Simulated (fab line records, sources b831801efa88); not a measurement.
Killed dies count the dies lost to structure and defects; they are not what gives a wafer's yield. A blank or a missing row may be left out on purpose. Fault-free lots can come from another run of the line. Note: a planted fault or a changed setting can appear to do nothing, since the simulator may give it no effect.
2 desks, one fault -- flow sky130 -- each desk holds nothing but its own numbers, with what lay behind them at the end

== AT THE METROLOGY DESK ==
Means of the sampled wafers that have a number, per lot and without regard to the tool the lot ran on: this is what the gauges read. The brackets show how far a lot's mean lies from the usual mean; more than 4 standard deviations puts the lot out of limits, marked OUT.
Columns: A = METAL1_ALCU_RS at SKY_METAL1_RS_MEAS_05, usual 0.1269 ohm/sq; B = cd nm at SKY_METAL1_CD_MEAS_15, usual 140.2 nm
lot,first seen here,A,B
L113,day 32 09:32,0.1274,140.4
L114,day 32 10:28,0.1281,143.1
L115,day 33 11:41,0.1264,140.5
L116,day 33 11:59,0.1275,141.7
L117,day 33 18:17,0.1266,141.2
L118,day 33 22:24,0.1280,139.1
L121,day 34 06:48,0.1254,140.8
L120,day 34 10:05,0.1265,139.4
L125,day 35 12:51,0.1254,138.9
L124,day 35 15:26,0.1280,140.7
L134,day 38 12:40,0.1252,141.1
L135,day 38 18:01,0.1249,137.2
L136,day 38 19:56,0.1265,138.3
This desk's finding: nothing out of limits on any of the 13 lots.

== TOOL OWNER'S DESK, pvd sputter-01 ==
The tool's own readings at SKY_METAL1_SPUTTER_01 (material TiN, target thk 20 nm, time 16.7 s): means of the sampled wafers that have a number, for each lot that ran on this tool. The brackets show how far a lot's mean lies from the usual mean; more than 4 standard deviations puts the lot out of limits, marked OUT.
Columns: A = cathode dc power W at SKY_METAL1_SPUTTER_01, usual 6500.0 W; B = throttle valve pct at SKY_METAL1_SPUTTER_01, usual 30.2 %
lot,first seen here,A,B
L114,day 32 10:21,6499.6,30.3
L116,day 33 11:52,6499.8,28.7
L120,day 34 09:58,6499.7,30.3
L125,day 35 12:43,8099.5 (+99 or more) OUT,30.2
L124,day 35 15:20,8101.0 (+99 or more) OUT,28.7
This desk's finding: out of limits on L124, L125; first on L125, day 35 12:43 (cathode dc power W at SKY_METAL1_SPUTTER_01). L114, L116, L120 stayed within limits.

== BROUGHT TOGETHER ==
The tool owner's desk could have raised an alarm at day 35 12:43, on L124, L125.
The metrology desk saw nothing out of limits.
The metrology desk has L124, L125 on record, within its limits.
Every lot named ran SKY_METAL1_SPUTTER_01 on pvd sputter-01.

== WHAT THE SIMULATOR PUT IN ==
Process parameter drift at SKY_METAL1_SPUTTER_01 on pvd sputter-01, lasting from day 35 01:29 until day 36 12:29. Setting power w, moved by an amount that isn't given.
Shown lots that were struck: L124, L125.
How many hours passed from the start of the fault until each desk's first out-of-limits reading: the tool owner's desk, 11.
